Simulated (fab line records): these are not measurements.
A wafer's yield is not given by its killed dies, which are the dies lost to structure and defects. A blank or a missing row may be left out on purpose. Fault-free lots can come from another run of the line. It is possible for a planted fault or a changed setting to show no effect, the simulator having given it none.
A lot that was struck, set against a sound lot / flow sky130 / 14 steps out of a route of 708
Sound: wafers L575.3, L575.5, L575.6. The struck wafers were L581.1, L581.4, L581.5. The cause is given at the end.
At each step with rows: each side's tool, then ch and its chambers, then its first start. Under that, the readings that differ: sound wafers / struck wafers / difference of the means / sigmas: that difference in standard deviations of wafers without a fault.
alike: readings with means less than 2 such deviations apart, plus words and numbers identical on both sides. not compared: withheld readings, readings lacking a value on some wafer, bounds such as >300 that could conceal the same value, and numbers that have no deviation in the record and whose values overlap.
Wherever a step has rows on one side only, a row that says differs or no value, or a row with sigmas, the two part there. When numbers do not overlap yet have no deviation, they are printed without sigmas and do not part them. Lack of a reading on every wafer of one side parts them only where that side has two or more wafers.

first, 5 steps without rows for these wafers: SKY_LDD_N_IMPLANT_11; SKY_LDD_N_IMPLANT_12; SKY_LDD_N_IMPLANT_13; SKY_LDD_N_IMPLANT_14; SKY_LDD_N_IMPLANT_15.
SKY_LDD_N_STRIP_16: strips in O2/N2.
  sound on plasma asher-04 ch 0,1, day 18 21:08; struck on plasma asher-04 ch 0,1, day 21 02:47
  alike: drypump motor current A, oes product au, strip time to endpoint s
  not compared: rf hours counter h
SKY_LDD_N_TW_MEAS_17:
  sound on film metro-03, day 18 21:13; struck on film metro-04, day 21 02:53
reading=LDD_N_TW; sound=2630 2619 2635; struck=2588 2604 2593; difference=-33; sigmas=-2
then, 5 steps without rows for these wafers: SKY_LDD_P_DEHYDRATE_00 (time 60 s); SKY_LDD_P_HMDS_01 (prime time 60 s); SKY_LDD_P_COAT_02 (resist thk 1140 nm); SKY_LDD_P_SOFTBAKE_03 (time 60 s); SKY_LDD_P_EXPOSE_04 (exposes mask PSDM, target cd 380 nm).
SKY_LDD_P_PEB_05:
  struck on litho track-02, day 22 09:58; sound on litho track-02 ch 0, day 20 03:49
reading=exhaust pa (Pa); sound=44.0 44.1 44.0; struck=- - -; difference=no value on the struck wafers; sigmas=
  not compared: chill plate temp C, time s
then, 1 step without rows for these wafers: SKY_LDD_P_DEVELOP_06 (develop time 60 s).

== WHERE THEY PART ==
At SKY_LDD_N_TW_MEAS_17 first; at SKY_LDD_P_PEB_05 last (within this record only).

WHY: the cause the simulator had injected
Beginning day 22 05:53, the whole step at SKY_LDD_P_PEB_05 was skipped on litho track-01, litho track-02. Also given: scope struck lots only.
